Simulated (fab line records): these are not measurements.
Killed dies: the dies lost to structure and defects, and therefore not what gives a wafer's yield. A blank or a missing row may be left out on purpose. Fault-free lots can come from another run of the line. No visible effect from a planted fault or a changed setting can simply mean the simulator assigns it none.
Which tool was responsible? -- flow gf180mcu -- 13 lots, 39 wafers sampled, at 1 step of a route of 602

WHAT THE GAUGES SHOWED, per wafer
GF_V4_CD_MEAS_14 targets a cd of 260 nm. Usual: 259.9 nm for cd nm, sd 1.
lot,measured,on,cd nm (nm),flag
L126,day 23 19:07,cd sem-01,261.3 261.1 261.4,
L127,day 24 12:47,cd sem-02,260.1 259.4 259.1,
L128,day 24 15:59,cd sem-01,258.3 259.7 259.3,
L129,day 25 07:31,cd sem-01,260.3 260.3 259.1,
L131,day 26 03:45,cd sem-01,260.2 261.5 262.4,
L130,day 26 04:48,cd sem-01,259.9 261.5 259.2,
L132,day 26 16:39,cd sem-01,259.1 258.9 259.6,
L138,day 28 17:15,cd sem-01,258.3 260.0 259.2,
L139,day 29 03:13,cd sem-01,258.9 258.8 259.7,
L141,day 29 12:36,cd sem-01,259.3 259.7 259.7,
L143,day 29 21:22,cd sem-01,260.3 259.6 259.8,
L146,day 30 10:54,cd sem-02,259.5 259.5 259.7,
L148,day 30 20:22,cd sem-01,258.9 259.2 259.2,

WHICH TOOL RAN EACH LOT (tool, then ch and the chambers of the sampled wafers, then the start)
Record: no process step prior to these readings.

AS READ BY THE TOOLS THEMSELVES (means over the sampled wafers that have a number; for cases with no such wafer, the mark the record gives instead)
The record holds no such reading with a usual standard deviation.

THE ANSWER, worked out from the rows above alone
Rule: a lot is off if the mean of its wafers that have a number lies more than 3 standard deviations from the usual mean. Also off: a lot with no number at a reading for which 4 or more lots have one. Any other lot the step has rows for is counted as sound. Order of review: gauges by route order, followed by the tools' own readings, for which a lot's mean as printed above is used. At the first step where some lot is off, the reading lying furthest off is the one used; lots without a number count as furthest.
Nothing can be told from this: no lot is off at any reading shown.

WHAT THE SIMULATOR HAD INSERTED
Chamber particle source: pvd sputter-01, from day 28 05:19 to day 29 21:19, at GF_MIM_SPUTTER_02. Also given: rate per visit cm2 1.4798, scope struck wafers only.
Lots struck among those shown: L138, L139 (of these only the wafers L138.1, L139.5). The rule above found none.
